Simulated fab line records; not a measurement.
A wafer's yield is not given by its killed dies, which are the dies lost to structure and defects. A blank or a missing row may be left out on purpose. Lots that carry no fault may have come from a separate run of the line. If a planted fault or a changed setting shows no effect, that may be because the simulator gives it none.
One fault through the eyes of 2 desks | flow sky130 | every desk sees just its own numbers, and what lay behind them comes last

DESK OF THE TOOL OWNER: hdpcvd-02
The tool's own readings at SKY_VIA2_HDPCVD_00 (deposits SiO2, target thk 1180 nm, time 196.7 s): means of the sampled wafers that have a number, for each lot that ran on this tool. The brackets show how far a lot's mean lies from the usual mean; more than 4 standard deviations puts the lot out of limits, marked OUT.
Columns: A = runLengthS at SKY_VIA2_HDPCVD_00, usual 224.3 s
lot  | first seen here | A
L387 | day 36 12:14    | 225.1
L393 | day 38 08:47    | 215.6 (-12) OUT
L396 | day 39 00:34    | 218.2 (-8.2) OUT
L405 | day 41 22:28    | 224.5
This desk finds L393, L396 out of limits, L393 being first, at day 38 08:47 (runLengthS at SKY_VIA2_HDPCVD_00). Within limits: L387, L405.

THE METROLOGY DESK
Means of the sampled wafers that have a number, per lot and without regard to the tool the lot ran on: this is what the gauges read. The brackets show how far a lot's mean lies from the usual mean; more than 4 standard deviations puts the lot out of limits, marked OUT.
Columns: A = VIA2_HDPCVD_THK at SKY_VIA2_THK_MEAS_01, usual 1173 nm
lot  | first seen here | A
L384 | day 35 12:00    | 1189
L386 | day 36 06:13    | 1179
L387 | day 36 12:22    | 1151
L392 | day 38 06:23    | 1174
L393 | day 38 08:55    | 1125
L396 | day 39 00:41    | 1128
L397 | day 39 17:22    | 1195
L398 | day 40 07:25    | 1188
L399 | day 40 15:11    | 1165
L400 | day 40 18:29    | 1177
L401 | day 40 23:11    | 1187
L403 | day 41 06:38    | 1162
L405 | day 41 22:36    | 1177
L406 | day 42 02:37    | 1157
Finding of this desk: none of the 14 lots has anything out of limits.

ALL TOGETHER
The tool owner's desk had the chance to raise an alarm at day 38 08:47 on L393, L396.
From the metrology desk's view, nothing was out of limits.
The metrology desk has L393, L396 on record, within its limits.
Of the lots named, all ran SKY_VIA2_HDPCVD_00 on hdpcvd-02.

WHAT WAS PUT IN BY THE SIMULATOR
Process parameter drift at SKY_VIA2_HDPCVD_00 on hdpcvd-02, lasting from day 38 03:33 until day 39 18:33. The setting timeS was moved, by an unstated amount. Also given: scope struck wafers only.
Lots struck among those shown: L393, L396.
Hours from the fault's start to each desk's first reading out of limits: the tool owner's desk, 5.
